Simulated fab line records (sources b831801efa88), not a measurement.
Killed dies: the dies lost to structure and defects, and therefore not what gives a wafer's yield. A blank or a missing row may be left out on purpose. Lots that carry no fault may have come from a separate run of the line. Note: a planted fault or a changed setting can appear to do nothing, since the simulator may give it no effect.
A struck lot beside a sound one + flow sky130 + 16 out of 708 route steps
Sound: wafers L491.4, L491.5, L491.6. Struck: wafer L495.5. (L495.3 of the same lot was not struck and is left out.) The cause comes at the end.
Order at every step that has rows: each side's tool, ch and its chambers, its first start. Under that, the readings that differ: sound wafers + struck wafers + difference of the means + sigmas: that difference in standard deviations of wafers without a fault.
alike: readings whose means differ by less than 2 such deviations, and words and numbers that are the same on both sides. not compared: withheld readings, readings that some wafer has no value for, bounds like >300 that may hide the same value, and numbers for which the record gives no deviation and whose values overlap.
A row with sigmas, a row that says differs or no value, or rows on one side alone: a step with any of these is where the two part. Numbers that don't overlap but have no deviation are shown without sigmas and don't part them. A reading that every wafer of one side lacks parts them only if that side has two wafers or more.

SKY_NWELL_RS_MEAS_29: the measuring method here is four-point-probe.
  struck on filmMetro-02, day 7 18:29; sound on filmMetro-01, day 6 17:45
| reading           | sound             | struck | difference | sigmas |
|-------------------|-------------------|--------|------------|--------|
| NWELL_RS (ohm/sq) | 625.0 625.9 625.6 | 621.9  | -3.6       | -2     |
SKY_NWELL_RS_MEAS_31: the measuring method here is four-point-probe.
  struck on filmMetro-02, day 7 18:43; sound on filmMetro-01, day 6 17:59
| reading          | sound          | struck | difference | sigmas |
|------------------|----------------|--------|------------|--------|
| PWDE_RS (ohm/sq) | 5265 5261 5257 | 5299   | +38        | +2     |
then, 7 steps without rows for these wafers: SKY_VT_ADJUST_HVTP_DEHYDRATE_00 (time 60 s); SKY_VT_ADJUST_HVTP_HMDS_01 (prime time 60 s); SKY_VT_ADJUST_HVTP_COAT_02 (resist thk 1140 nm); SKY_VT_ADJUST_HVTP_SOFTBAKE_03 (time 60 s); SKY_VT_ADJUST_HVTP_EXPOSE_04 (exposes mask HVTPM, target cd 380 nm); SKY_VT_ADJUST_HVTP_PEB_05; SKY_VT_ADJUST_HVTP_DEVELOP_06 (develop time 60 s).
SKY_VT_ADJUST_HVTP_CD_MEAS_07: target cd 380 nm.
  struck on cdSem-01, day 8 15:00; sound on cdSem-02, day 7 14:16
  alike: cdNm
SKY_VT_ADJUST_HVTP_OVL_MEAS_08:
  struck on overlay-02, day 8 15:05; sound on overlay-01, day 7 14:21
  alike: VT_ADJUST_HVTP_OVL
SKY_VT_ADJUST_HVTP_IMPLANT_09:
  sound on implanter-02 ch 0, day 7 14:26; struck on implanter-02 ch 0, day 8 15:10
SKY_VT_ADJUST_HVTP_STRIP_10: strips in O2/N2.
  sound on plasmaAsher-03 ch 0,1, day 7 14:33; struck on plasmaAsher-01 ch 0, day 8 15:18
  alike: drypumpMotorCurrentA, oesProductAu, stripTimeToEndpointS
  not compared: rfHoursCounterH
SKY_VT_ADJUST_HVTP_TW_MEAS_11:
  struck on filmMetro-01, day 8 15:23; sound on filmMetro-03, day 7 14:38
| reading           | sound          | struck | difference | sigmas |
|-------------------|----------------|--------|------------|--------|
| VT_ADJUST_HVTP_TW | 1376 1373 1374 | 1267   | -107       | -8     |
then, 1 step without rows for these wafers: SKY_VT_ADJUST_LVTN_DEHYDRATE_00 (time 60 s).
-- a jump in the record: the struck wafers' starts before and after are 40 days apart (it breaks off in module VT_ADJUST_LVTN and resumes in module PAD_OPEN, where the first step shown is number 708 of the route) --
SKY_PAD_OPEN_PROBE_99:
  struck on prober-01, day 48 20:50; sound on prober-01, day 48 01:02
| reading                               | sound               | struck | difference | sigmas |
|---------------------------------------|---------------------|--------|------------|--------|
| killed_at_M4_up                       | 6 6 4               | 1      | -4         | -3     |
| killedOpen                            | 62 49 54            | 40     | -15        | -2     |
| model.etest.tipP.rsOhmSq              | 6898 6930 6864      | 6181   | -716       |        |
| model.etest.tipP.rsOhmSqRange         | 106.2 147.9 147.1   | 727    | +593       |        |
| model.etest.tipP.rsOhmSqRimLessCentre | -16.72 79.88 -14.26 | 351.7  | +335.4     |        |
| model.etest.pfet_01v8.rOnOhmUm        | 2903 2934 2950      | 2668   | -261       |        |
| model.etest.pfet_01v8.driveUaUm       | 191.3 188.3 191.2   | 226.9  | +36.6      |        |
| model.etest.pfet_01v8_mvt.driveUaUm   | 152.1 150.5 151     | 185.1  | +33.9      |        |
| model.etest.pfet_01v8.driveUaUmRange  | 8.217 13.39 7.797   | 35.99  | +26.19     |        |
| model.etest.pfet_01v8_hvt.driveUaUm   | 141.5 140 141.2     | 165.8  | +24.9      |        |
  alike: killed_at_M0_to_M3, killedAtContacts, killedAtFrontEnd, killedAtOther, killedDies, killedShort

## WHERE THEY PART
First at SKY_NWELL_RS_MEAS_29; last, within this record, at SKY_PAD_OPEN_PROBE_99.

WHY: what the simulator had put in
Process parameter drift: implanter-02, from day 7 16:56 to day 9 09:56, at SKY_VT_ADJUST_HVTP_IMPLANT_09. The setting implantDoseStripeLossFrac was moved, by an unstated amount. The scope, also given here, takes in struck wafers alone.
